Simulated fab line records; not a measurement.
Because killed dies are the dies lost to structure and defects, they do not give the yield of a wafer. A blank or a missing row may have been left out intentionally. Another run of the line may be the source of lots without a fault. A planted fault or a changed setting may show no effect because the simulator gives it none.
fab line records / flow gf180mcu
[record] lots = 7 wafers = 21 last_day = 34
route steps=602 shown HV_LDD@185
lots that met no fault: taken from a fault-free run of the same line
start_h: start of the lot's first displayed wafer, in hours after the record's first day / wait_h: time in hours since the lot's previous step / " unchanged from the row above / L1.1+2: a row that stands for several wafers / - no value, or no start given / * or withheld: withheld / < > ~ a bound
route shown NAME@n: a module of which the file shows steps, and the number in the route of the first / usual: mean and standard deviation over wafers with no fault / same: alike in all rows / chamber/n: place in a boat / sites: readings site by site / _std_site: how widely they spread, as a standard deviation / _edge_site: the outer-site mean with the inner-site mean subtracted / radius_mm: how far each site lies from the wafer's centre / mask NAME#n: copy n / behind: the tool/chamber that last shaped the wafer / hold: reason for holding the lot/hours on hold/outcome of the hold / device: which transistor (n, p or np) failed to switch / end of line: at the end of the route, the tests of the same wafers / where a step has no rows: the recipe by itself / killed: at the first sort, the dies lost to defects and structure; wafer yield is something else / map: per-die view of a wafer (x killed, . not killed, _ where there is no die)
set.NAME: setting as actually run; set.NAME@STEP: the setting as run at that earlier step / model.NAME: the simulator's own value behind a step, which no gauge read
certain route steps with their lots: each step a table, each wafer a row
services: the hour from which a tool's chamber was out of use, counted from the record's first day as start_h (under 0 if before that day), plus the number of hours and why
[[steps]]
[step GF_HV_LDD_IMPLANT_09]
[recipe] species = As energy_kev = 40 dose_cm2 = 1e+14 tilt_deg = 7
[step GF_HV_LDD_STRIP_10]
[recipe] chemistry = O2/N2 power_w = 1400 pressure_mtorr = 1500 platen_temp_c = 250 o2_flow_sccm = 3000 n2_flow_sccm = 300 overash_fraction = 0.5
[usual] drypump_motor_current_A = 5.6/0.5 heater_power_w = 309/30 oes_product_au = 0.716/0.0044 strip_time_to_endpoint_s = 12.66/0.034
lot.wafer=L567.4 tool=plasma_asher-04 chamber=0 start_h=287.98 wait_h=0.1 drypump_motor_current_A=4.8 heater_power_w=289 oes_product_au=0.719 rf_hours_counter_h=- strip_time_to_endpoint_s=12.66
lot.wafer=L567.5 tool=plasma_asher-04 chamber=1 start_h=287.98 wait_h=0.1 drypump_motor_current_A=6.1 heater_power_w=285 oes_product_au=0.716 rf_hours_counter_h=- strip_time_to_endpoint_s=12.68
lot.wafer=L567.6 tool=plasma_asher-04 chamber=0 start_h=287.98 wait_h=0.1 drypump_motor_current_A=4.8 heater_power_w=293 oes_product_au=0.714 rf_hours_counter_h=- strip_time_to_endpoint_s=12.63
lot.wafer=L568.1 tool=plasma_asher-01 chamber=0 start_h=299.23 wait_h=0.1 drypump_motor_current_A=5.5 heater_power_w=348 oes_product_au=0.720 rf_hours_counter_h=55 strip_time_to_endpoint_s=12.62
lot.wafer=L568.2 tool=plasma_asher-01 chamber=1 start_h=299.23 wait_h=0.1 drypump_motor_current_A=5.8 heater_power_w=314 oes_product_au=0.717 rf_hours_counter_h=55 strip_time_to_endpoint_s=12.60
lot.wafer=L568.4 tool=plasma_asher-01 chamber=1 start_h=299.23 wait_h=0.1 drypump_motor_current_A=5.7 heater_power_w=312 oes_product_au=0.713 rf_hours_counter_h=- strip_time_to_endpoint_s=12.65
lot.wafer=L570.1 tool=plasma_asher-01 chamber=0 start_h=309.23 wait_h=0.1 drypump_motor_current_A=5.6 heater_power_w=359 oes_product_au=0.714 rf_hours_counter_h=56 strip_time_to_endpoint_s=12.65
lot.wafer=L570.3 tool=plasma_asher-01 chamber=0 start_h=309.23 wait_h=0.1 drypump_motor_current_A=5.5 heater_power_w=354 oes_product_au=0.713 rf_hours_counter_h=- strip_time_to_endpoint_s=12.62
lot.wafer=L570.5 tool=plasma_asher-01 chamber=1 start_h=309.23 wait_h=0.1 drypump_motor_current_A=5.8 heater_power_w=323 oes_product_au=0.703 rf_hours_counter_h=- strip_time_to_endpoint_s=12.62
lot.wafer=L571.2 tool=plasma_asher-04 chamber=1 start_h=316.89 wait_h=0.1 drypump_motor_current_A=6.1 heater_power_w=288 oes_product_au=0.721 rf_hours_counter_h=68 strip_time_to_endpoint_s=12.63
lot.wafer=L571.3 tool=plasma_asher-04 chamber=1 start_h=316.89 wait_h=0.1 drypump_motor_current_A=6.1 heater_power_w=280 oes_product_au=0.713 rf_hours_counter_h=- strip_time_to_endpoint_s=12.64
lot.wafer=L571.5 tool=plasma_asher-04 chamber=1 start_h=316.89 wait_h=0.1 drypump_motor_current_A=6.1 heater_power_w=275 oes_product_au=0.718 rf_hours_counter_h=- strip_time_to_endpoint_s=12.65
lot.wafer=L572.2 tool=plasma_asher-01 chamber=1 start_h=327.60 wait_h=0.1 drypump_motor_current_A=5.7 heater_power_w=320 oes_product_au=0.719 rf_hours_counter_h=58 strip_time_to_endpoint_s=12.63
lot.wafer=L572.4 tool=plasma_asher-01 chamber=1 start_h=327.60 wait_h=0.1 drypump_motor_current_A=5.8 heater_power_w=319 oes_product_au=0.715 rf_hours_counter_h=- strip_time_to_endpoint_s=12.66
lot.wafer=L572.6 tool=plasma_asher-01 chamber=0 start_h=327.60 wait_h=0.1 drypump_motor_current_A=5.5 heater_power_w=359 oes_product_au=0.713 rf_hours_counter_h=- strip_time_to_endpoint_s=12.66
lot.wafer=L573.1 tool=plasma_asher-03 chamber=0 start_h=330.99 wait_h=0.1 drypump_motor_current_A=6.0 heater_power_w=267 oes_product_au=0.714 rf_hours_counter_h=19 strip_time_to_endpoint_s=12.61
lot.wafer=L573.3 tool=plasma_asher-03 chamber=1 start_h=330.99 wait_h=0.1 drypump_motor_current_A=6.2 heater_power_w=355 oes_product_au=0.716 rf_hours_counter_h=- strip_time_to_endpoint_s=12.67
lot.wafer=L573.5 tool=plasma_asher-03 chamber=0 start_h=330.99 wait_h=0.1 drypump_motor_current_A=6.0 heater_power_w=262 oes_product_au=0.704 rf_hours_counter_h=- strip_time_to_endpoint_s=12.67
lot.wafer=L580.4 tool=plasma_asher-04 chamber=1 start_h=395.74 wait_h=0.1 drypump_motor_current_A=6.1 heater_power_w=281 oes_product_au=0.714 rf_hours_counter_h=- strip_time_to_endpoint_s=12.64
lot.wafer=L580.5 tool=plasma_asher-04 chamber=1 start_h=395.74 wait_h=0.1 drypump_motor_current_A=6.1 heater_power_w=288 oes_product_au=0.723 rf_hours_counter_h=- strip_time_to_endpoint_s=12.61
lot.wafer=L580.6 tool=plasma_asher-04 chamber=0 start_h=395.74 wait_h=0.1 drypump_motor_current_A=4.8 heater_power_w=293 oes_product_au=0.705 rf_hours_counter_h=- strip_time_to_endpoint_s=12.64
[step GF_HV_LDD_TW_MEAS_11]
[usual] HV_LDD_TW = 2407/22
lot.wafer=L567.4 tool=film_metro-04 chamber=- start_h=288.07 wait_h=0.1 HV_LDD_TW=2412
lot.wafer=L567.5 tool=film_metro-04 chamber=- start_h=288.07 wait_h=0.1 HV_LDD_TW=2400
lot.wafer=L567.6 tool=film_metro-04 chamber=- start_h=288.07 wait_h=0.1 HV_LDD_TW=2392
lot.wafer=L568.1 tool=film_metro-03 chamber=- start_h=299.33 wait_h=0.1 HV_LDD_TW=2427
lot.wafer=L568.2 tool=film_metro-03 chamber=- start_h=299.33 wait_h=0.1 HV_LDD_TW=2425
lot.wafer=L568.4 tool=film_metro-03 chamber=- start_h=299.33 wait_h=0.1 HV_LDD_TW=2430
lot.wafer=L570.1 tool=film_metro-03 chamber=- start_h=309.33 wait_h=0.1 HV_LDD_TW=2433
lot.wafer=L570.3 tool=film_metro-03 chamber=- start_h=309.33 wait_h=0.1 HV_LDD_TW=2436
lot.wafer=L570.5 tool=film_metro-03 chamber=- start_h=309.33 wait_h=0.1 HV_LDD_TW=2421
lot.wafer=L571.2 tool=film_metro-04 chamber=- start_h=317.00 wait_h=0.1 HV_LDD_TW=2379
lot.wafer=L571.3 tool=film_metro-04 chamber=- start_h=317.00 wait_h=0.1 HV_LDD_TW=2376
lot.wafer=L571.5 tool=film_metro-04 chamber=- start_h=317.00 wait_h=0.1 HV_LDD_TW=2383
lot.wafer=L572.2 tool=film_metro-03 chamber=- start_h=327.71 wait_h=0.1 HV_LDD_TW=2438
lot.wafer=L572.4 tool=film_metro-03 chamber=- start_h=327.71 wait_h=0.1 HV_LDD_TW=2439
lot.wafer=L572.6 tool=film_metro-03 chamber=- start_h=327.71 wait_h=0.1 HV_LDD_TW=2438
lot.wafer=L573.1 tool=film_metro-02 chamber=- start_h=331.09 wait_h=0.1 HV_LDD_TW=2419
lot.wafer=L573.3 tool=film_metro-02 chamber=- start_h=331.09 wait_h=0.1 HV_LDD_TW=2438
lot.wafer=L573.5 tool=film_metro-02 chamber=- start_h=331.09 wait_h=0.1 HV_LDD_TW=2432
lot.wafer=L580.4 tool=film_metro-04 chamber=- start_h=395.83 wait_h=0.1 HV_LDD_TW=2422
lot.wafer=L580.5 tool=film_metro-04 chamber=- start_h=395.83 wait_h=0.1 HV_LDD_TW=2410
lot.wafer=L580.6 tool=film_metro-04 chamber=- start_h=395.83 wait_h=0.1 HV_LDD_TW=2431
[step GF_HV_LDD_DEHYDRATE_12]
[recipe] temp_c = 200 time_s = 60
[step GF_HV_LDD_HMDS_13]
[recipe] prime_time_s = 60 prime_temp_c = 120
[step GF_HV_LDD_COAT_14]
[recipe] resist = NOVOLAK spin_rpm = 3000 resist_thk_nm = 1000
[step GF_HV_LDD_SOFTBAKE_15]
[recipe] temp_c = 90 time_s = 60 resist = NOVOLAK
[step GF_HV_LDD_EXPOSE_16]
[recipe] mask_id = Pplus_LV_AREA target_cd_nm = 400 na = 0.6 source_shape = conventional sigma_outer = 0.6 dose_mj = 140
[step GF_HV_LDD_PEB_17]
[recipe] temp_c = withheld time_s = * resist = NOVOLAK
[step GF_HV_LDD_DEVELOP_18]
[recipe] develop_time_s = 60 dev_temp_c = 23
[step GF_HV_LDD_CD_MEAS_19]
[recipe] target_cd_nm = 400
[usual] cd_nm = 399.6/2.1
lot.wafer=L567.4 tool=cd_sem-01 chamber=- start_h=308.85 wait_h=0.1 cd_nm=400.7
lot.wafer=L567.5 tool=cd_sem-01 chamber=- start_h=308.85 wait_h=0.1 cd_nm=400.5
lot.wafer=L567.6 tool=cd_sem-01 chamber=- start_h=308.85 wait_h=0.1 cd_nm=398.7
lot.wafer=L568.1 tool=cd_sem-02 chamber=- start_h=319.84 wait_h=0.1 cd_nm=402.7
lot.wafer=L568.2 tool=cd_sem-02 chamber=- start_h=319.84 wait_h=0.1 cd_nm=404.0
lot.wafer=L568.4 tool=cd_sem-02 chamber=- start_h=319.84 wait_h=0.1 cd_nm=404.3
lot.wafer=L570.1 tool=cd_sem-01 chamber=- start_h=330.65 wait_h=0.1 cd_nm=400.2
lot.wafer=L570.3 tool=cd_sem-01 chamber=- start_h=330.65 wait_h=0.1 cd_nm=399.6
lot.wafer=L570.5 tool=cd_sem-01 chamber=- start_h=330.65 wait_h=0.1 cd_nm=399.7
lot.wafer=L571.2 tool=cd_sem-01 chamber=- start_h=338.39 wait_h=0.1 cd_nm=397.0
lot.wafer=L571.3 tool=cd_sem-01 chamber=- start_h=338.39 wait_h=0.1 cd_nm=399.3
lot.wafer=L571.5 tool=cd_sem-01 chamber=- start_h=338.39 wait_h=0.1 cd_nm=399.4
lot.wafer=L572.2 tool=cd_sem-02 chamber=- start_h=348.74 wait_h=0.1 cd_nm=398.2
lot.wafer=L572.4 tool=cd_sem-02 chamber=- start_h=348.74 wait_h=0.1 cd_nm=399.2
lot.wafer=L572.6 tool=cd_sem-02 chamber=- start_h=348.74 wait_h=0.1 cd_nm=399.5
lot.wafer=L573.1 tool=cd_sem-02 chamber=- start_h=352.24 wait_h=0.1 cd_nm=396.6
lot.wafer=L573.3 tool=cd_sem-02 chamber=- start_h=352.24 wait_h=0.1 cd_nm=397.9
lot.wafer=L573.5 tool=cd_sem-02 chamber=- start_h=352.24 wait_h=0.1 cd_nm=395.2
lot.wafer=L580.4 tool=cd_sem-01 chamber=- start_h=419.24 wait_h=0.1 cd_nm=403.9
lot.wafer=L580.5 tool=cd_sem-01 chamber=- start_h=419.24 wait_h=0.1 cd_nm=403.9
lot.wafer=L580.6 tool=cd_sem-01 chamber=- start_h=419.24 wait_h=0.1 cd_nm=404.7
[step GF_HV_LDD_OVL_MEAS_20]
[usual] HV_LDD_01_OVL = 0.3/1.3
lot.wafer=L567.4 tool=overlay-02 chamber=- start_h=308.92 wait_h=0.1 HV_LDD_01_OVL[nm]=0.6
lot.wafer=L567.5 tool=overlay-02 chamber=- start_h=308.92 wait_h=0.1 HV_LDD_01_OVL[nm]=0.2
lot.wafer=L567.6 tool=overlay-02 chamber=- start_h=308.92 wait_h=0.1 HV_LDD_01_OVL[nm]=0.5
lot.wafer=L568.1 tool=overlay-01 chamber=- start_h=319.96 wait_h=0.1 HV_LDD_01_OVL[nm]=-0.8
lot.wafer=L568.2 tool=overlay-01 chamber=- start_h=319.96 wait_h=0.1 HV_LDD_01_OVL[nm]=1.3
lot.wafer=L568.4 tool=overlay-01 chamber=- start_h=319.96 wait_h=0.1 HV_LDD_01_OVL[nm]=0.0
lot.wafer=L570.1 tool=overlay-01 chamber=- start_h=330.77 wait_h=0.1 HV_LDD_01_OVL[nm]=2.2
lot.wafer=L570.3 tool=overlay-01 chamber=- start_h=330.77 wait_h=0.1 HV_LDD_01_OVL[nm]=0.8
lot.wafer=L570.5 tool=overlay-01 chamber=- start_h=330.77 wait_h=0.1 HV_LDD_01_OVL[nm]=0.9
lot.wafer=L571.2 tool=overlay-01 chamber=- start_h=338.50 wait_h=0.1 HV_LDD_01_OVL[nm]=0.2
lot.wafer=L571.3 tool=overlay-01 chamber=- start_h=338.50 wait_h=0.1 HV_LDD_01_OVL[nm]=1.2
lot.wafer=L571.5 tool=overlay-01 chamber=- start_h=338.50 wait_h=0.1 HV_LDD_01_OVL[nm]=0.0
lot.wafer=L572.2 tool=overlay-02 chamber=- start_h=348.85 wait_h=0.1 HV_LDD_01_OVL[nm]=2.8
lot.wafer=L572.4 tool=overlay-02 chamber=- start_h=348.85 wait_h=0.1 HV_LDD_01_OVL[nm]=-0.6
lot.wafer=L572.6 tool=overlay-02 chamber=- start_h=348.85 wait_h=0.1 HV_LDD_01_OVL[nm]=2.1
lot.wafer=L573.1 tool=overlay-02 chamber=- start_h=352.36 wait_h=0.1 HV_LDD_01_OVL[nm]=-0.8
lot.wafer=L573.3 tool=overlay-02 chamber=- start_h=352.36 wait_h=0.1 HV_LDD_01_OVL[nm]=-0.9
lot.wafer=L573.5 tool=overlay-02 chamber=- start_h=352.36 wait_h=0.1 HV_LDD_01_OVL[nm]=-1.0
lot.wafer=L580.4 tool=overlay-01 chamber=- start_h=419.32 wait_h=0.1 HV_LDD_01_OVL[nm]=-1.3
lot.wafer=L580.5 tool=overlay-01 chamber=- start_h=419.32 wait_h=0.1 HV_LDD_01_OVL[nm]=0.2
lot.wafer=L580.6 tool=overlay-01 chamber=- start_h=419.32 wait_h=0.1 HV_LDD_01_OVL[nm]=0.3
[step GF_HV_LDD_IMPLANT_21]
[recipe] species = BF2 energy_kev = 25 dose_cm2 = 5e+13 tilt_deg = 7
[usual] beam_energy_keV = 25.000/0.0087 beam_on_s = 10.02/0.21 faraday_current_uA = 281/5.8
lot.wafer=L567.4 tool=implanter-01 chamber=0 start_h=309.02 wait_h=0.1 beam_energy_keV=25.001 beam_on_s=10.32 faraday_current_uA=274
lot.wafer=L567.5 tool=implanter-01 chamber=0 start_h=309.02 wait_h=0.1 beam_energy_keV=24.996 beam_on_s=9.72 faraday_current_uA=289
lot.wafer=L567.6 tool=implanter-01 chamber=0 start_h=309.02 wait_h=0.1 beam_energy_keV=24.995 beam_on_s=9.95 faraday_current_uA=283
lot.wafer=L568.1 tool=implanter-01 chamber=0 start_h=319.99 wait_h=0.0 beam_energy_keV=25.004 beam_on_s=10.35 faraday_current_uA=272
lot.wafer=L568.2 tool=implanter-01 chamber=0 start_h=319.99 wait_h=0.0 beam_energy_keV=25.001 beam_on_s=10.00 faraday_current_uA=283
lot.wafer=L568.4 tool=implanter-01 chamber=0 start_h=319.99 wait_h=0.0 beam_energy_keV=24.993 beam_on_s=10.37 faraday_current_uA=272
lot.wafer=L570.1 tool=implanter-03 chamber=0 start_h=330.99 wait_h=0.2 beam_energy_keV=24.995 beam_on_s=9.78 faraday_current_uA=289
lot.wafer=L570.3 tool=implanter-03 chamber=0 start_h=330.99 wait_h=0.2 beam_energy_keV=25.000 beam_on_s=9.64 faraday_current_uA=290
lot.wafer=L570.5 tool=implanter-03 chamber=0 start_h=330.99 wait_h=0.2 beam_energy_keV=24.996 beam_on_s=9.76 faraday_current_uA=288
lot.wafer=L571.2 tool=implanter-01 chamber=- start_h=338.55 wait_h=0.0 beam_energy_keV=- beam_on_s=- faraday_current_uA=-
lot.wafer=L571.3 tool=implanter-01 chamber=- start_h=338.55 wait_h=0.0 beam_energy_keV=- beam_on_s=- faraday_current_uA=-
lot.wafer=L571.5 tool=implanter-01 chamber=- start_h=338.55 wait_h=0.0 beam_energy_keV=- beam_on_s=- faraday_current_uA=-
lot.wafer=L572.2 tool=implanter-03 chamber=- start_h=348.90 wait_h=0.0 beam_energy_keV=- beam_on_s=- faraday_current_uA=-
lot.wafer=L572.4 tool=implanter-03 chamber=- start_h=348.90 wait_h=0.0 beam_energy_keV=- beam_on_s=- faraday_current_uA=-
lot.wafer=L572.6 tool=implanter-03 chamber=- start_h=348.90 wait_h=0.0 beam_energy_keV=- beam_on_s=- faraday_current_uA=-
lot.wafer=L573.1 tool=implanter-03 chamber=- start_h=352.39 wait_h=0.0 beam_energy_keV=- beam_on_s=- faraday_current_uA=-
lot.wafer=L573.3 tool=implanter-03 chamber=- start_h=352.39 wait_h=0.0 beam_energy_keV=- beam_on_s=- faraday_current_uA=-
lot.wafer=L573.5 tool=implanter-03 chamber=- start_h=352.39 wait_h=0.0 beam_energy_keV=- beam_on_s=- faraday_current_uA=-
lot.wafer=L580.4 tool=implanter-03 chamber=0 start_h=419.42 wait_h=0.1 beam_energy_keV=25.003 beam_on_s=9.91 faraday_current_uA=285
lot.wafer=L580.5 tool=implanter-03 chamber=0 start_h=419.42 wait_h=0.1 beam_energy_keV=24.999 beam_on_s=10.21 faraday_current_uA=276
lot.wafer=L580.6 tool=implanter-03 chamber=0 start_h=419.42 wait_h=0.1 beam_energy_keV=24.998 beam_on_s=10.20 faraday_current_uA=275
[step GF_HV_LDD_STRIP_22]
[recipe] chemistry = O2/N2 power_w = 1400 pressure_mtorr = 1500 platen_temp_c = 250 o2_flow_sccm = 3000 n2_flow_sccm = 300 overash_fraction = 0.5
[usual] drypump_motor_current_A = 5.8/0.46 heater_power_w = 309/36 oes_product_au = 0.716/0.004 strip_time_to_endpoint_s = 12.65/0.038
lot.wafer=L567.4 tool=plasma_asher-03 chamber=1 start_h=309.13 wait_h=0.1 drypump_motor_current_A=6.2 heater_power_w=361 oes_product_au=0.722 rf_hours_counter_h=- strip_time_to_endpoint_s=12.61
lot.wafer=L567.5 tool=plasma_asher-03 chamber=0 start_h=309.13 wait_h=0.1 drypump_motor_current_A=6.0 heater_power_w=272 oes_product_au=0.713 rf_hours_counter_h=- strip_time_to_endpoint_s=12.63
lot.wafer=L567.6 tool=plasma_asher-03 chamber=1 start_h=309.13 wait_h=0.1 drypump_motor_current_A=6.2 heater_power_w=350 oes_product_au=0.716 rf_hours_counter_h=- strip_time_to_endpoint_s=12.63
lot.wafer=L568.1 tool=plasma_asher-03 chamber=0 start_h=320.14 wait_h=0.1 drypump_motor_current_A=6.0 heater_power_w=269 oes_product_au=0.713 rf_hours_counter_h=17 strip_time_to_endpoint_s=12.67
lot.wafer=L568.2 tool=plasma_asher-03 chamber=1 start_h=320.14 wait_h=0.1 drypump_motor_current_A=6.2 heater_power_w=366 oes_product_au=0.716 rf_hours_counter_h=17 strip_time_to_endpoint_s=12.64
lot.wafer=L568.4 tool=plasma_asher-03 chamber=1 start_h=320.14 wait_h=0.1 drypump_motor_current_A=6.2 heater_power_w=348 oes_product_au=0.715 rf_hours_counter_h=- strip_time_to_endpoint_s=12.64
lot.wafer=L570.1 tool=plasma_asher-01 chamber=0 start_h=331.14 wait_h=0.1 drypump_motor_current_A=5.5 heater_power_w=355 oes_product_au=0.722 rf_hours_counter_h=58 strip_time_to_endpoint_s=12.69
lot.wafer=L570.3 tool=plasma_asher-01 chamber=1 start_h=331.14 wait_h=0.1 drypump_motor_current_A=5.8 heater_power_w=321 oes_product_au=0.717 rf_hours_counter_h=- strip_time_to_endpoint_s=12.68
lot.wafer=L570.5 tool=plasma_asher-01 chamber=1 start_h=331.14 wait_h=0.1 drypump_motor_current_A=5.8 heater_power_w=322 oes_product_au=0.713 rf_hours_counter_h=- strip_time_to_endpoint_s=12.70
lot.wafer=L571.2 tool=plasma_asher-01 chamber=0 start_h=338.68 wait_h=0.1 drypump_motor_current_A=5.5 heater_power_w=364 oes_product_au=0.719 rf_hours_counter_h=59 strip_time_to_endpoint_s=12.61
lot.wafer=L571.3 tool=plasma_asher-01 chamber=0 start_h=338.68 wait_h=0.1 drypump_motor_current_A=5.6 heater_power_w=356 oes_product_au=0.723 rf_hours_counter_h=- strip_time_to_endpoint_s=12.66
lot.wafer=L571.5 tool=plasma_asher-01 chamber=0 start_h=338.68 wait_h=0.1 drypump_motor_current_A=5.5 heater_power_w=352 oes_product_au=0.715 rf_hours_counter_h=- strip_time_to_endpoint_s=12.62
lot.wafer=L572.2 tool=plasma_asher-04 chamber=0 start_h=349.03 wait_h=0.1 drypump_motor_current_A=4.8 heater_power_w=288 oes_product_au=0.721 rf_hours_counter_h=70 strip_time_to_endpoint_s=12.67
lot.wafer=L572.4 tool=plasma_asher-04 chamber=1 start_h=349.03 wait_h=0.1 drypump_motor_current_A=6.1 heater_power_w=271 oes_product_au=0.721 rf_hours_counter_h=- strip_time_to_endpoint_s=12.67
lot.wafer=L572.6 tool=plasma_asher-04 chamber=1 start_h=349.03 wait_h=0.1 drypump_motor_current_A=6.0 heater_power_w=280 oes_product_au=0.713 rf_hours_counter_h=- strip_time_to_endpoint_s=12.69
lot.wafer=L573.1 tool=plasma_asher-04 chamber=1 start_h=352.54 wait_h=0.1 drypump_motor_current_A=6.1 heater_power_w=286 oes_product_au=0.721 rf_hours_counter_h=71 strip_time_to_endpoint_s=12.66
lot.wafer=L573.3 tool=plasma_asher-04 chamber=1 start_h=352.54 wait_h=0.1 drypump_motor_current_A=6.1 heater_power_w=284 oes_product_au=0.709 rf_hours_counter_h=- strip_time_to_endpoint_s=12.64
lot.wafer=L573.5 tool=plasma_asher-04 chamber=1 start_h=352.54 wait_h=0.1 drypump_motor_current_A=6.1 heater_power_w=282 oes_product_au=0.713 rf_hours_counter_h=- strip_time_to_endpoint_s=12.65
lot.wafer=L580.4 tool=plasma_asher-03 chamber=1 start_h=419.52 wait_h=0.1 drypump_motor_current_A=6.2 heater_power_w=351 oes_product_au=0.710 rf_hours_counter_h=- strip_time_to_endpoint_s=12.67
lot.wafer=L580.5 tool=plasma_asher-03 chamber=1 start_h=419.52 wait_h=0.1 drypump_motor_current_A=6.2 heater_power_w=356 oes_product_au=0.715 rf_hours_counter_h=- strip_time_to_endpoint_s=12.67
lot.wafer=L580.6 tool=plasma_asher-03 chamber=0 start_h=419.52 wait_h=0.1 drypump_motor_current_A=6.0 heater_power_w=258 oes_product_au=0.721 rf_hours_counter_h=- strip_time_to_endpoint_s=12.66
[step GF_HV_LDD_TW_MEAS_23]
[usual] HV_LDD_2_TW = 1054/7.3
lot.wafer=L567.4 tool=film_metro-02 chamber=- start_h=309.22 wait_h=0.1 HV_LDD_2_TW=1056
lot.wafer=L567.5 tool=film_metro-02 chamber=- start_h=309.22 wait_h=0.1 HV_LDD_2_TW=1057
lot.wafer=L567.6 tool=film_metro-02 chamber=- start_h=309.22 wait_h=0.1 HV_LDD_2_TW=1059
lot.wafer=L568.1 tool=film_metro-02 chamber=- start_h=320.24 wait_h=0.1 HV_LDD_2_TW=1059
lot.wafer=L568.2 tool=film_metro-02 chamber=- start_h=320.24 wait_h=0.1 HV_LDD_2_TW=1061
lot.wafer=L568.4 tool=film_metro-02 chamber=- start_h=320.24 wait_h=0.1 HV_LDD_2_TW=1062
lot.wafer=L570.1 tool=film_metro-04 chamber=- start_h=331.24 wait_h=0.1 HV_LDD_2_TW=1042
lot.wafer=L570.3 tool=film_metro-04 chamber=- start_h=331.24 wait_h=0.1 HV_LDD_2_TW=1046
lot.wafer=L570.5 tool=film_metro-04 chamber=- start_h=331.24 wait_h=0.1 HV_LDD_2_TW=1043
lot.wafer=L571.2 tool=film_metro-04 chamber=- start_h=338.79 wait_h=0.1 HV_LDD_2_TW=30
lot.wafer=L571.3 tool=film_metro-04 chamber=- start_h=338.79 wait_h=0.1 HV_LDD_2_TW=30
lot.wafer=L571.5 tool=film_metro-04 chamber=- start_h=338.79 wait_h=0.1 HV_LDD_2_TW=30
lot.wafer=L572.2 tool=film_metro-04 chamber=- start_h=349.14 wait_h=0.1 HV_LDD_2_TW=30
lot.wafer=L572.4 tool=film_metro-04 chamber=- start_h=349.14 wait_h=0.1 HV_LDD_2_TW=30
lot.wafer=L572.6 tool=film_metro-04 chamber=- start_h=349.14 wait_h=0.1 HV_LDD_2_TW=30
lot.wafer=L573.1 tool=film_metro-03 chamber=- start_h=352.64 wait_h=0.1 HV_LDD_2_TW=30
lot.wafer=L573.3 tool=film_metro-03 chamber=- start_h=352.64 wait_h=0.1 HV_LDD_2_TW=30
lot.wafer=L573.5 tool=film_metro-03 chamber=- start_h=352.64 wait_h=0.1 HV_LDD_2_TW=30
lot.wafer=L580.4 tool=film_metro-03 chamber=- start_h=419.62 wait_h=0.1 HV_LDD_2_TW=1063
lot.wafer=L580.5 tool=film_metro-03 chamber=- start_h=419.62 wait_h=0.1 HV_LDD_2_TW=1061
lot.wafer=L580.6 tool=film_metro-03 chamber=- start_h=419.62 wait_h=0.1 HV_LDD_2_TW=1063
[step GF_HV_LDD_DEHYDRATE_24]
[recipe] temp_c = 200 time_s = 60
[[services]]
tool=implanter-03 chamber=- start_h=269.75 hours=2.1 kind=repair
tool=implanter-03 chamber=- start_h=314.28 hours=4.4 kind=pm
tool=plasma_asher-04 chamber=- start_h=318.60 hours=10.2 kind=repair
tool=implanter-01 chamber=- start_h=327.56 hours=4.3 kind=repair
tool=implanter-03 chamber=- start_h=377.38 hours=1.2 kind=repair
tool=plasma_asher-04 chamber=- start_h=377.81 hours=6.0 kind=repair
[[key]]
[first_sign] step = GF_HV_LDD_IMPLANT_21 reading = tool_record direction = missing
[effect] step = GF_HV_LDD_TW_MEAS_23 reading = HV_LDD_2_TW direction = down sigmas = 99+ usual = 1054 struck = 30
met_at GF_HV_LDD_IMPLANT_21
struck_wafers L571.2,L571.3,L571.5,L572.2,L572.4,L572.6,L573.1,L573.3,L573.5
later_rows_left_out L571.2,L571.3,L571.5,L572.2,L572.4,L572.6,L573.1,L573.3,L573.5
sort_left_out L571.2,L571.3,L571.5,L572.2,L572.4,L572.6,L573.1,L573.3,L573.5
tester_left_out L571,L572,L573
onset_between 330.99 338.55
[fault] kind = skipped_step_whole tool = implanter-01,implanter-03 chamber = - onset_h = 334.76 steps = GF_HV_LDD_IMPLANT_21 scope = struck_lots_only
// tester_left_out: of these lots the tester's yield and bins aren't shown, on N5 and GAA mostly nor the transistor test; their killed dies are dies lost to structure and defects alone, not to doping, threshold or leakage, so they don't give the yield
// sort_left_out: the simulated sort isn't trusted on such a fault, so these wafers' sort isn't shown, and their yield isn't known
// later_rows_left_out: the simulator's readings of these wafers behind a module that went badly wrong aren't trusted and aren't shown, but for the sort
